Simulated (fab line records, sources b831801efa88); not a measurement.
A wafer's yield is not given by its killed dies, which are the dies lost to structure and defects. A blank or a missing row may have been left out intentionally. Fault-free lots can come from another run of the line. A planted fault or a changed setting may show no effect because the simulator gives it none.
Matching of chambers || flow sfqLine || SFQ_TRILAYER_I4_CMP_CMP_100 on cmp-01 has 4 sister chambers
The step polishes SiO2. 8 wafers are shown with their chamber, then 10 later ones without.

WAFERS PAIRED WITH THEIR CHAMBERS
{"wafer": "L387.2", "chamber": 0, "motorCurrentA (A)": 11.9, "timeToEndpointS (s)": 201}
{"wafer": "L389.5", "chamber": 2, "motorCurrentA (A)": 11.5, "timeToEndpointS (s)": 207}
{"wafer": "L390.1", "chamber": 0, "motorCurrentA (A)": 11.5, "timeToEndpointS (s)": 203}
{"wafer": "L399.4", "chamber": 2, "motorCurrentA (A)": 11.5, "timeToEndpointS (s)": 200}
{"wafer": "L404.2", "chamber": 3, "motorCurrentA (A)": 11.2, "timeToEndpointS (s)": 211}
{"wafer": "L404.6", "chamber": 1, "motorCurrentA (A)": 10.2, "timeToEndpointS (s)": 202}
{"wafer": "L405.3", "chamber": 1, "motorCurrentA (A)": 9.3, "timeToEndpointS (s)": 200}
{"wafer": "L405.5", "chamber": 3, "motorCurrentA (A)": 11.3, "timeToEndpointS (s)": 221}

WAFERS WITH NO CHAMBER GIVEN
{"wafer": "L405.6", "motorCurrentA (A)": 11.4, "timeToEndpointS (s)": 213}
{"wafer": "L406.2", "motorCurrentA (A)": 11.6, "timeToEndpointS (s)": 208}
{"wafer": "L406.5", "motorCurrentA (A)": 11.8, "timeToEndpointS (s)": 201}
{"wafer": "L406.6", "motorCurrentA (A)": 10.2, "timeToEndpointS (s)": 210}
{"wafer": "L408.2", "motorCurrentA (A)": 12.1, "timeToEndpointS (s)": 207}
{"wafer": "L408.3", "motorCurrentA (A)": 11.6, "timeToEndpointS (s)": 211}
{"wafer": "L408.5", "motorCurrentA (A)": 9.8, "timeToEndpointS (s)": 210}
{"wafer": "L409.1", "motorCurrentA (A)": 11.2, "timeToEndpointS (s)": 223}
{"wafer": "L409.5", "motorCurrentA (A)": 11.5, "timeToEndpointS (s)": 216}
{"wafer": "L409.6", "motorCurrentA (A)": 9.4, "timeToEndpointS (s)": 217}

WHICH CHAMBER EACH WENT THROUGH
{"wafer": "L405.6", "from the rows above": "can't be placed: 3 or 2 or 0", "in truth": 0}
{"wafer": "L406.2", "from the rows above": "can't be placed: 2 or 0 or 3", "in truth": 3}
{"wafer": "L406.5", "from the rows above": "can't be placed: 0 or 2", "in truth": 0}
{"wafer": "L406.6", "from the rows above": "can't be placed: 1 or 3 or 2", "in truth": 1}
{"wafer": "L408.2", "from the rows above": "can't be placed: 0 or 2 or 3", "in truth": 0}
{"wafer": "L408.3", "from the rows above": "can't be placed: 3 or 2 or 0", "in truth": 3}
{"wafer": "L408.5", "from the rows above": 1, "in truth": 1}
{"wafer": "L409.1", "from the rows above": 3, "in truth": 3}
{"wafer": "L409.5", "from the rows above": 3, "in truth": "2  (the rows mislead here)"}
{"wafer": "L409.6", "from the rows above": "can't be placed: 1 or 3", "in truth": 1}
Placed correctly: 2 of 10. Unplaceable from these rows: 7, with the true chamber sitting among the candidates in 7. Wrongly placed: 1.
How it was worked out, from the rows above alone: a wafer's distance from a chamber is the root of the sum, over the readings, of the square of ((its reading less the chamber's mean) divided by the reading's scatter). If the next closest chamber is less than 2 further off than the closest, the wafer can't be placed; otherwise it belongs to the closest. For every chamber, the mean is computed from those of its wafers that are shown. The scatter is the square root of a quotient: the sum, over the shown wafers, of each reading's squared deviation from its chamber's mean, divided by wafers minus chambers.
